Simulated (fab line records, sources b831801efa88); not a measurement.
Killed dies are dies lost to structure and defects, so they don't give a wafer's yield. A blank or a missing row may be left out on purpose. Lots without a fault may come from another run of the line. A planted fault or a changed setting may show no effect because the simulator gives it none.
One fault seen from 2 desks | flow sfq_line | each desk has only its own numbers; what lay behind them comes last

THE METROLOGY DESK
What the gauges read, lot by lot, whatever tool the lot ran on: means of the sampled wafers that have a number. A lot is out of limits, marked OUT, if its mean lies more than 4 standard deviations from the usual mean; the brackets give that distance.
Columns: A = M2_NB_RS at SFQ_M2_RS_MEAS_914, usual 0.893 ohm/sq
lot  | first seen here | A
L894 | day 16 22:21    | 0.889
L895 | day 17 11:32    | 0.886
L896 | day 18 01:56    | 0.897
L897 | day 18 15:53    | 0.874
L905 | day 21 10:22    | 0.726 (-24) OUT
L906 | day 21 15:08    | 0.719 (-25) OUT
L907 | day 21 17:31    | 0.883
L908 | day 21 21:07    | 0.900
L910 | day 22 13:19    | 0.901
L912 | day 22 22:20    | 0.898
L914 | day 23 05:31    | 0.888
L915 | day 23 07:55    | 0.895
L916 | day 23 17:35    | 0.890
L917 | day 23 20:55    | 0.895
This desk's finding: out of limits on L905, L906; first on L905, day 21 10:22 (M2_NB_RS at SFQ_M2_RS_MEAS_914). In limits: L894, L895, L896, L897, L907, L908, L910, L912, L914, L915, L916, L917.

THE TOOL OWNER'S DESK: pvd_sputter-03
The tool's own readings at SFQ_TRILAYER_M2_DEP_SPUTTER_055 (material Nb, target thk 200 nm, time 133.3 s): means of the sampled wafers that have a number, for each lot that ran on this tool. A lot is out of limits, marked OUT, if its mean lies more than 4 standard deviations from the usual mean; the brackets give that distance.
Columns: A = throttle_valve_pct at SFQ_TRILAYER_M2_DEP_SPUTTER_055, usual 29.6 %
lot  | first seen here | A
L897 | day 18 15:47    | 29.7
L905 | day 21 10:15    | 28.1
L906 | day 21 15:02    | 29.9
This desk's finding: nothing out of limits on any of the 3 lots.

PUT TOGETHER
The metrology desk could have raised an alarm at day 21 10:22, on L905, L906.
The tool owner's desk saw nothing out of limits.
The tool owner's desk has L905, L906 on record, within its limits.
Of the lots named, all ran SFQ_TRILAYER_M2_DEP_SPUTTER_055 on pvd_sputter-03.

WHAT THE SIMULATOR HAD PUT IN
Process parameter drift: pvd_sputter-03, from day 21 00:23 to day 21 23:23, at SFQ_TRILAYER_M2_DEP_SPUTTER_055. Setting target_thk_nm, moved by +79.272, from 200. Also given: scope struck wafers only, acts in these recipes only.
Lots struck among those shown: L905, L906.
Hours from the fault's start to each desk's first reading out of limits: the metrology desk, 10.
